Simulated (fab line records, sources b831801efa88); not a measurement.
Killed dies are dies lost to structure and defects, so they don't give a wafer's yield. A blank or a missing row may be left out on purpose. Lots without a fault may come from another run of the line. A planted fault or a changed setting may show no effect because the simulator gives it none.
Which tool did it? | flow gf180mcu | 12 lots, 36 wafers sampled, at 7 steps of a route of 602

WHAT THE GAUGES READ, wafer by wafer
GF_HV_LDD_RS_MEAS_53: measures by four-point-probe. Usual: HV_LDD_RS 418.5 ohm/sq, standard deviation 0.86.
lot  | measured     | on            | HV_LDD_RS (ohm/sq) | flag
L296 | day 12 15:53 | film_metro-03 | 419.0 418.2 418.3  |
L297 | day 12 17:12 | film_metro-04 | 417.9 418.0 418.9  |
L298 | day 13 01:25 | film_metro-04 | 417.7 418.3 418.4  |
L299 | day 13 12:01 | film_metro-04 | 420.2 421.1 419.6  |
L301 | day 13 23:12 | film_metro-04 | 417.4 419.1 417.7  |
L303 | day 14 17:00 | film_metro-03 | 418.6 418.1 418.7  |
L304 | day 14 21:33 | film_metro-02 | 418.6 417.5 417.4  |
L306 | day 15 16:28 | film_metro-04 | 418.1 416.5 417.6  |
L310 | day 16 23:14 | film_metro-03 | 417.3 417.0 417.7  |
L311 | day 17 08:46 | film_metro-03 | 417.9 419.0 417.5  |
L318 | day 19 17:05 | film_metro-04 | 418.6 419.1 417.9  |
L319 | day 20 12:19 | film_metro-04 | 418.5 418.1 417.6  |

GF_HV_LDD_THK_MEAS_55. Usual: HV_LDD_CVD_54_THK 10.00 nm, standard deviation 0.13.
lot  | measured     | on            | HV_LDD_CVD_54_THK (nm) | flag
L296 | day 12 17:01 | film_metro-03 | 9.90 9.97 9.93         |
L297 | day 12 18:19 | film_metro-02 | 9.98 10.04 10.15       |
L298 | day 13 02:33 | film_metro-02 | 9.77 9.82 9.84         |
L299 | day 13 13:40 | film_metro-02 | 9.88 9.91 9.97         |
L301 | day 14 00:20 | film_metro-02 | 10.20 10.17 10.21      |
L303 | day 14 18:08 | film_metro-04 | 10.17 10.00 10.08      |
L304 | day 14 22:41 | film_metro-03 | 10.05 10.23 10.09      |
L306 | day 15 17:36 | film_metro-04 | 9.96 9.87 10.02        |
L310 | day 17 00:22 | film_metro-04 | 10.02 10.09 9.97       |
L311 | day 17 10:25 | film_metro-03 | 9.89 9.94 9.83         |
L318 | day 19 18:13 | film_metro-03 | 9.74 9.75 9.81         |
L319 | day 20 13:28 | film_metro-04 | 10.01 10.00 9.97       |

GF_PSD_CD_MEAS_07: target cd 400 nm. Usual: cd_nm 399.6 nm, standard deviation 2.2.
lot  | measured     | on        | cd_nm (nm)        | flag
L296 | day 14 11:04 | cd_sem-01 | 399.1 399.5 398.1 |
L297 | day 14 13:14 | cd_sem-01 | 400.6 400.5 398.4 |
L298 | day 14 21:17 | cd_sem-02 | 400.0 401.6 400.0 |
L299 | day 15 08:57 | cd_sem-01 | 398.1 396.6 399.1 |
L301 | day 15 20:45 | cd_sem-01 | 401.5 400.0 402.7 |
L303 | day 16 14:32 | cd_sem-02 | 403.1 399.5 400.4 |
L304 | day 16 19:46 | cd_sem-01 | 400.6 399.9 401.2 |
L306 | day 17 14:53 | cd_sem-01 | 398.9 398.1 393.8 |
L310 | day 19 00:23 | cd_sem-02 | 398.8 401.0 400.6 |
L311 | day 19 10:59 | cd_sem-01 | 401.0 402.5 401.3 |
L318 | day 21 19:42 | cd_sem-02 | 397.4 395.5 397.8 |
L319 | day 22 14:38 | cd_sem-02 | 397.2 399.4 399.0 |

GF_PSD_TW_MEAS_11. Usual: PSD_TW 3209, standard deviation 41.
lot  | measured     | on            | PSD_TW         | flag
L296 | day 14 11:27 | film_metro-03 | 3208 3190 3193 |
L297 | day 14 13:37 | film_metro-04 | 3138 3144 3150 |
L298 | day 14 21:41 | film_metro-03 | 3208 3214 3200 |
L299 | day 15 09:21 | film_metro-03 | 3197 3188 3195 |
L301 | day 15 21:08 | film_metro-01 | 3263 3276 3264 |
L303 | day 16 14:56 | film_metro-01 | 3259 3278 3275 |
L304 | day 16 20:10 | film_metro-04 | 3198 3179 3197 |
L306 | day 17 15:19 | film_metro-03 | 3182 3191 3196 |
L310 | day 19 00:47 | film_metro-04 | 3388 3396 3398 | OFF
L311 | day 19 11:23 | film_metro-04 | 3411 3406 3392 | OFF
L318 | day 21 20:05 | film_metro-03 | 3194 3195 3193 |
L319 | day 22 15:03 | film_metro-03 | 3179 3157 3174 |

GF_PSD_RS_MEAS_15: measures by four-point-probe. Usual: PSD_RS 108.55 ohm/sq, standard deviation 0.27.
lot  | measured     | on            | PSD_RS (ohm/sq)      | flag
L296 | day 14 11:47 | film_metro-01 | 108.15 107.90 108.36 |
L297 | day 14 13:58 | film_metro-01 | 108.27 108.44 108.48 |
L298 | day 14 22:01 | film_metro-04 | 108.84 108.54 108.75 |
L299 | day 15 09:40 | film_metro-04 | 108.12 108.47 108.28 |
L301 | day 15 21:28 | film_metro-03 | 108.79 108.91 108.87 |
L303 | day 16 15:16 | film_metro-04 | 108.59 108.42 108.25 |
L304 | day 16 20:29 | film_metro-03 | 108.28 108.33 108.56 |
L306 | day 17 15:38 | film_metro-03 | 108.35 108.35 108.44 |
L310 | day 19 01:06 | film_metro-03 | 98.76 98.39 98.68    | OFF
L311 | day 19 11:43 | film_metro-01 | 97.86 98.31 98.25    | OFF
L318 | day 21 20:25 | film_metro-04 | 108.73 108.64 108.68 |
L319 | day 22 15:22 | film_metro-04 | 109.08 109.01 108.69 |

WHICH TOOL RAN EACH LOT (tool, then ch and the chambers of the sampled wafers, then the start)
lot  | GF_PSD_IMPLANT_09               | GF_PSD_STRIP_10
L296 | implanter-03 ch 0, day 14 11:13 | plasma_asher-02 ch 0,1, day 14 11:20
L297 | implanter-04 ch 0, day 14 13:24 | plasma_asher-02 ch 0,1, day 14 13:32
L298 | implanter-03 ch 0, day 14 21:26 | plasma_asher-04 ch 0,1, day 14 21:35
L299 | implanter-04 ch 0, day 15 09:06 | plasma_asher-04 ch 0,1, day 15 09:15
L301 | implanter-03 ch 0, day 15 20:55 | plasma_asher-02 ch 0,1, day 15 21:02
L303 | implanter-04 ch 0, day 16 14:41 | plasma_asher-04 ch 0,1, day 16 14:50
L304 | implanter-03 ch 0, day 16 19:56 | plasma_asher-02 ch 0,1, day 16 20:03
L306 | implanter-03 ch 0, day 17 15:02 | plasma_asher-04 ch 0,1, day 17 15:11
L310 | implanter-04 ch 0, day 19 00:32 | plasma_asher-03 ch 0,1, day 19 00:41
L311 | implanter-04 ch 0, day 19 11:08 | plasma_asher-03 ch 0,1, day 19 11:17
L318 | implanter-02 ch 0, day 21 19:52 | plasma_asher-02 ch 0,1, day 21 19:59
L319 | implanter-03 ch 0, day 22 14:48 | plasma_asher-03 ch 0,1, day 22 14:57
- GF_PSD_IMPLANT_09
- GF_PSD_STRIP_10: strips in O2/N2.

WHAT THE TOOLS THEMSELVES READ (means of the sampled wafers that have a number; where no wafer has one, the mark that the record gives instead)
GF_PSD_IMPLANT_09. Usual: beam_energy_keV 40.003, standard deviation 0.012.
lot  | tool         | beam_energy_keV | flag
L296 | implanter-03 | 40.003          |
L297 | implanter-04 | 40.011          |
L298 | implanter-03 | 40.000          |
L299 | implanter-04 | 40.003          |
L301 | implanter-03 | 40.004          |
L303 | implanter-04 | 40.014          |
L304 | implanter-03 | 39.998          |
L306 | implanter-03 | 40.006          |
L310 | implanter-04 | 52.007          | OFF
L311 | implanter-04 | 52.042          | OFF
L318 | implanter-02 | 40.013          |
L319 | implanter-03 | 40.011          |

GF_PSD_STRIP_10. Usual: drypump_motor_current_A 5.8 A, standard deviation 0.59; heater_power_w 312 W, standard deviation 29; oes_product_au 0.592 a.u., standard deviation 0.0046; strip_time_to_endpoint_s 16.53 s, standard deviation 0.039.
lot  | tool            | drypump_motor_current_A (A) | heater_power_w (W) | oes_product_au (a.u.) | strip_time_to_endpoint_s (s) | flag
L296 | plasma_asher-02 | 6.1                         | 335                | 0.587                 | 16.57                        |
L297 | plasma_asher-02 | 5.7                         | 332                | 0.591                 | 16.57                        |
L298 | plasma_asher-04 | 5.6                         | 290                | 0.596                 | 16.47                        |
L299 | plasma_asher-04 | 5.2                         | 296                | 0.588                 | 16.51                        |
L301 | plasma_asher-02 | 6.0                         | 326                | 0.593                 | 16.60                        |
L303 | plasma_asher-04 | 5.7                         | 285                | 0.591                 | 16.51                        |
L304 | plasma_asher-02 | 6.0                         | 333                | 0.590                 | 16.53                        |
L306 | plasma_asher-04 | 5.7                         | 283                | 0.595                 | 16.52                        |
L310 | plasma_asher-03 | 6.0                         | 296                | 0.570                 | 17.65                        | OFF
L311 | plasma_asher-03 | 6.1                         | 294                | 0.567                 | 17.65                        | OFF
L318 | plasma_asher-02 | 5.7                         | 333                | 0.587                 | 16.58                        |
L319 | plasma_asher-03 | 6.1                         | 295                | 0.589                 | 16.50                        |

THE ANSWER, worked out from the rows above alone
Rule: a lot is off if the mean of its wafers that have a number lies more than 3 standard deviations from the usual mean. A lot without any number at a reading at which 4 lots or more have one is off too. The other lots that the step has rows for count as sound. The gauges are gone through in route order, then the tools' own readings, and for those a lot's mean is taken as printed above. The first step at which some lot is off is used, and at that step the reading that is off furthest; a lot without a number counts as furthest.
Off: L310, L311, at GF_PSD_TW_MEAS_11 (PSD_TW).
A tool fits if, at a process step before that reading, it ran every lot that is off, and no sound lot after the first of them. The gauges at GF_PSD_TW_MEAS_11 aren't tried: what is off there is off at GF_PSD_RS_MEAS_15 too, on other tools, and a gauge's error can't cause that. One fits: implanter-04 at GF_PSD_IMPLANT_09. Its last sound lot is L303 (day 16 14:41), its first lot that is off L310 (day 19 00:32): a fault that began between those two fits.
The tool's own readings at GF_PSD_IMPLANT_09 bear it out: on the lots that are off they differ by more than 5 times the standard deviation of the sound lots' means. beam_energy_keV reads 52.025 there against 40.006 on the sound lots.

WHAT THE SIMULATOR HAD PUT IN
Process parameter drift: implanter-04, from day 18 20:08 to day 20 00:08, at GF_PSD_IMPLANT_09. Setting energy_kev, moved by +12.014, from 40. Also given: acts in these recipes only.
Lots struck among those shown: L310, L311. The rule above found the same.
